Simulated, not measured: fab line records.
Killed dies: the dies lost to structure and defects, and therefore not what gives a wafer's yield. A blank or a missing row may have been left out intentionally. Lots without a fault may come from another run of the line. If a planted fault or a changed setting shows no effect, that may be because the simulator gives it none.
Chamber matching | flow sky130 | 4 sister chambers for SKY_POLY_GATE_ETCH_17 on rie_si-02
The step etches poly-Si in HBr/Cl2, stops on SiO2, target depth 180 nm, time 70.5 s. 14 wafers are shown with their chamber, then 7 later ones without.

== WAFERS WITH THEIR CHAMBER ==
wafer  | chamber | drypump_motor_current_A (A) | throttle_valve_pct (%) | mfc_cl2_sccm (sccm)
L904.2 | 1       | 5.7                         | 33.685                 | 50.18
L904.5 | 0       | 5.7                         | 33.678                 | 50.09
L904.6 | 3       | 5.4                         | 33.680                 | 49.90
L906.1 | 0       | 5.7                         | 33.678                 | 50.19
L906.5 | 0       | 5.7                         | 33.679                 | 49.94
L906.6 | 1       | 5.7                         | 33.681                 | 49.92
L907.1 | 0       | 5.7                         | 33.686                 | 50.07
L907.4 | 3       | 5.3                         | 33.671                 | 49.90
L907.6 | 3       | 5.4                         | 33.677                 | 49.99
L908.2 | 3       | 5.4                         | 33.682                 | 49.94
L908.3 | 1       | 5.7                         | 33.695                 | 50.22
L908.5 | 2       | 5.2                         | 33.699                 | 49.98
L919.2 | 2       | 5.2                         | 33.692                 | 49.82
L919.4 | 3       | 5.3                         | 33.694                 | 49.76

SIGNATURES, as means of the wafers listed above
reading                 | chamber 0 | chamber 1 | chamber 2 | chamber 3 | scatter within a chamber
drypump_motor_current_A | 5.700     | 5.700     | 5.200     | 5.360     | 0.0346
throttle_valve_pct      | 33.68025  | 33.68700  | 33.69550  | 33.68080  | 0.00678
mfc_cl2_sccm            | 50.0725   | 50.1067   | 49.9000   | 49.8980   | 0.113
Rule: for each reading, subtract the chamber's mean from the wafer's reading, divide by that reading's scatter and square the result; add these up over the readings and take the root, which gives the wafer's distance from the chamber. If the next closest chamber is less than 2 further off than the closest, the wafer can't be placed; otherwise it belongs to the closest. The scatter: take each reading less its chamber's mean, square it, sum over the shown wafers, divide by the number of wafers less the number of chambers, and take the root.

== WAFERS WITH NO CHAMBER GIVEN ==
wafer  | drypump_motor_current_A (A) | throttle_valve_pct (%) | mfc_cl2_sccm (sccm)
L919.6 | 5.7                         | 33.691                 | 50.12
L921.1 | 5.7                         | 33.682                 | 50.05
L921.4 | 5.2                         | 33.684                 | 49.91
L921.5 | 5.7                         | 33.681                 | 50.01
L923.1 | 5.7                         | 33.686                 | 49.93
L923.4 | 5.7                         | 33.689                 | 50.11
L923.5 | 5.7                         | 33.692                 | 49.98

== CHAMBER TAKEN BY EACH ==
wafer  | from the rows above     | in truth
L919.6 | can't be placed: 1 or 0 | 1
L921.1 | can't be placed: 0 or 1 | 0
L921.4 | 2                       | 2
L921.5 | can't be placed: 0 or 1 | 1
L923.1 | can't be placed: 0 or 1 | 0
L923.4 | can't be placed: 1 or 0 | 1
L923.5 | can't be placed: 1 or 0 | 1
Correct placement for 1 of the 7. Can't be placed from these rows: 6 (the true chamber is among the candidates in 6). Wrongly placed: 0.
